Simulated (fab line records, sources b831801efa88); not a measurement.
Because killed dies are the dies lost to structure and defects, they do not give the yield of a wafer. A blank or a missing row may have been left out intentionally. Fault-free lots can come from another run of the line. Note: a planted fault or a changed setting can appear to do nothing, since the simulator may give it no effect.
Which tool was responsible? + flow sky130 + 39 wafers from 13 lots sampled at 5 of the route's 708 steps

== WHAT THE GAUGES READ, wafer by wafer ==
SKY_PWDE_OVL_MEAS_07.
| lot  | measured    | on         | PWDE_OVL (nm) |
|------|-------------|------------|---------------|
| L733 | day 3 17:22 | overlay-01 | 0.8 0.1 3.6   |
| L737 | day 4 21:55 | overlay-01 | 1.6 1.8 1.1   |
| L738 | day 5 04:19 | overlay-01 | 4.2 3.0 4.0   |
| L740 | day 5 14:25 | overlay-01 | 2.8 3.1 2.1   |
| L743 | day 6 06:59 | overlay-02 | 0.8 -0.1 0.5  |
| L745 | day 6 15:32 | overlay-01 | 1.4 0.6 1.6   |
| L746 | day 6 22:46 | overlay-01 | 0.3 0.0 0.0   |
| L747 | day 7 04:16 | overlay-01 | 0.8 0.2 0.3   |
| L748 | day 7 08:34 | overlay-01 | 0.3 -0.1 0.4  |
| L751 | day 8 06:13 | overlay-01 | 1.7 2.8 2.6   |
| L752 | day 8 10:31 | overlay-01 | -0.7 1.4 0.1  |
| L754 | day 8 18:19 | overlay-02 | 0.1 2.1 0.3   |
| L755 | day 9 01:22 | overlay-02 | 2.3 1.6 -1.5  |

SKY_NWELL_OVL_MEAS_23.
| lot  | measured     | on         | NWELL_01_OVL (nm) |
|------|--------------|------------|-------------------|
| L733 | day 5 04:56  | overlay-01 | 0.0 -0.7 0.0      |
| L737 | day 6 11:31  | overlay-02 | -0.5 0.5 1.4      |
| L738 | day 6 17:34  | overlay-01 | -1.1 -1.6 -0.8    |
| L740 | day 7 04:23  | overlay-01 | -0.3 -0.4 -2.5    |
| L743 | day 7 22:41  | overlay-02 | 0.0 -2.2 -2.4     |
| L745 | day 8 09:31  | overlay-02 | -2.0 -1.1 -0.6    |
| L746 | day 8 16:25  | overlay-02 | -0.1 0.6 -1.1     |
| L747 | day 8 22:16  | overlay-01 | -1.2 -1.3 -0.1    |
| L748 | day 9 02:04  | overlay-01 | 0.4 1.9 1.3       |
| L751 | day 10 01:04 | overlay-01 | -1.7 -0.9 0.7     |
| L752 | day 10 06:55 | overlay-02 | 1.6 -1.6 1.3      |
| L754 | day 10 14:58 | overlay-01 | -2.2 1.6 -0.5     |
| L755 | day 10 22:47 | overlay-01 | -2.7 -1.2 -1.6    |

SKY_VT_ADJUST_LVTN_TW_MEAS_21.
| lot  | measured     | on           | VT_ADJUST_LVTN_2_TW |
|------|--------------|--------------|---------------------|
| L733 | day 7 14:45  | filmMetro-01 | 187.5 188.5 188.9   |
| L737 | day 9 00:20  | filmMetro-02 | 186.4 188.0 187.5   |
| L738 | day 9 09:24  | filmMetro-03 | 188.8 187.6 189.0   |
| L740 | day 9 20:53  | filmMetro-01 | 187.6 187.7 188.2   |
| L743 | day 10 17:08 | filmMetro-02 | 184.9 185.8 185.6   |
| L745 | day 11 03:49 | filmMetro-02 | 186.7 185.3 186.8   |
| L746 | day 11 10:56 | filmMetro-02 | 186.0 184.6 186.4   |
| L747 | day 11 18:57 | filmMetro-01 | 185.4 185.3 184.7   |
| L748 | day 11 20:51 | filmMetro-02 | 186.5 185.7 186.5   |
| L751 | day 12 23:47 | filmMetro-03 | 190.4 189.7 190.7   |
| L752 | day 13 07:01 | filmMetro-01 | 185.7 185.4 184.9   |
| L754 | day 13 13:17 | filmMetro-02 | 187.2 185.3 186.8   |
| L755 | day 13 23:17 | filmMetro-03 | 189.8 190.4 190.5   |

SKY_SONOS_ONO_CD_MEAS_13 targets a cd of 410 nm.
| lot  | measured     | on       | cdNm (nm)                           |
|------|--------------|----------|-------------------------------------|
| L733 | day 12 10:05 | cdSem-02 | 411.1 411.1 411.6                   |
| L737 | day 14 16:25 | cdSem-01 | 412.2 412.4 412.6                   |
| L738 | day 14 16:52 | cdSem-01 | 413.3 413.0 415.2                   |
| L740 | day 15 04:27 | cdSem-02 | 410.0 410.7 411.5                   |
| L743 | day 16 09:31 | cdSem-01 | 414.1 413.9 413.4                   |
| L745 | day 16 17:39 | cdSem-02 | 411.9 412.4 411.1                   |
| L746 | day 17 05:16 | cdSem-02 | 408.8 409.3 408.9                   |
| L747 | day 17 14:33 | cdSem-02 | 405.2 408.1 409.8                   |
| L748 | day 17 14:26 | cdSem-01 | 408.2 412.1 407.3                   |
| L751 | day 18 18:49 | cdSem-02 | 380.7 383.1 379.3 381.0 383.5 378.8 |
| L752 | day 19 05:59 | cdSem-02 | 384.2 383.0 381.8 384.0 383.1 382.2 |
| L754 | day 19 12:10 | cdSem-01 | 411.8 408.5 409.2                   |
| L755 | day 20 09:25 | cdSem-02 | 409.3 408.2 410.1                   |

== WHAT TOOL EACH LOT RAN ON (gives the tool, then ch and the chambers of the sampled wafers, and finally the start) ==
| lot  | SKY_SONOS_ONO_EXPOSE_10            |
|------|------------------------------------|
| L733 | ilineStepper-01 ch 0, day 11 21:54 |
| L737 | ilineStepper-02 ch 0, day 14 03:14 |
| L738 | ilineStepper-01 ch 0, day 14 03:28 |
| L740 | ilineStepper-02 ch 0, day 14 16:28 |
| L743 | ilineStepper-02 ch 0, day 15 20:43 |
| L745 | ilineStepper-02 ch 0, day 16 04:27 |
| L746 | ilineStepper-01 ch 0, day 16 15:35 |
| L747 | ilineStepper-02 ch 0, day 17 00:46 |
| L748 | ilineStepper-01 ch 0, day 17 00:26 |
| L751 | ilineStepper-02 ch 0, day 18 03:49 |
| L752 | ilineStepper-02 ch 0, day 18 14:56 |
| L754 | ilineStepper-01 ch 0, day 18 22:10 |
| L755 | ilineStepper-01 ch 0, day 19 18:46 |
- SKY_SONOS_ONO_EXPOSE_10: exposes mask ONOM, target cd 410 nm.

== AS READ BY THE TOOLS THEMSELVES (means over the sampled wafers that have a number; for cases with no such wafer, the mark the record gives instead) ==
SKY_SONOS_ONO_EXPOSE_10.
| lot  | tool            | exposureDoseMJCm2 |
|------|-----------------|-------------------|
| L733 | ilineStepper-01 | 149.20            |
| L737 | ilineStepper-02 | 149.23            |
| L738 | ilineStepper-01 | 149.25            |
| L740 | ilineStepper-02 | 149.00            |
| L743 | ilineStepper-02 | 149.20            |
| L745 | ilineStepper-02 | 149.31            |
| L746 | ilineStepper-01 | 149.15            |
| L747 | ilineStepper-02 | 149.23            |
| L748 | ilineStepper-01 | 149.07            |
| L751 | ilineStepper-02 | 166.41            |
| L752 | ilineStepper-02 | 166.32            |
| L754 | ilineStepper-01 | 149.02            |
| L755 | ilineStepper-01 | 149.17            |

== THE ANSWER, worked out from the rows above alone ==
Rule: usual is defined by the lots themselves. Put in order of their means at a reading, lots are off if they are a third of the lots or fewer, leave a main group of 4 or more, and stand apart from it by a gap of 3 or more times the standard deviation of the main group's means; of several such gaps the widest counts. If all means in a main group match to the digits the tables above print for the reading, that group is not used. Also off: a lot with no number at a reading for which 4 or more lots have one. Where the step has rows for the other lots, those lots are counted as sound. Order of review: gauges by route order, followed by the tools' own readings, for which a lot's mean as printed above is used. The first step at which some lot is off is used, and at that step the reading that is off furthest; a lot without a number counts as furthest.
Off, at SKY_SONOS_ONO_CD_MEAS_13 on cdNm: L751, L752. Main group: mean 410.8 nm, sd 1.9.
A tool fits if, at a process step before that reading, it ran every lot that is off, and no sound lot after the first of them. The gauges at SKY_SONOS_ONO_CD_MEAS_13 aren't tried: what is off there is off at SKY_SONOS_ONO_EXPOSE_10 too, on other tools, and a gauge's error can't cause that. One candidate fits, namely ilineStepper-02 at SKY_SONOS_ONO_EXPOSE_10. A fault onset in the window from L747 (day 17 00:46, its last sound lot) to L751 (day 18 03:49, its first lot off) fits.
On the lots that are off, the tool's own readings at SKY_SONOS_ONO_EXPOSE_10 differ by more than 5 times the standard deviation of the sound lots' means, which bears it out; exposureDoseMJCm2 reads 166.37 there versus 149.17 on the sound lots.

== WHAT THE SIMULATOR HAD PUT IN ==
Drift in process parameters on ilineStepper-02 at SKY_SONOS_ONO_EXPOSE_10, starting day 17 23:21. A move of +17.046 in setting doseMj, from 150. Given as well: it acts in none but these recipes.
Shown lots that were struck: L751, L752. This agrees with what the rule above found.
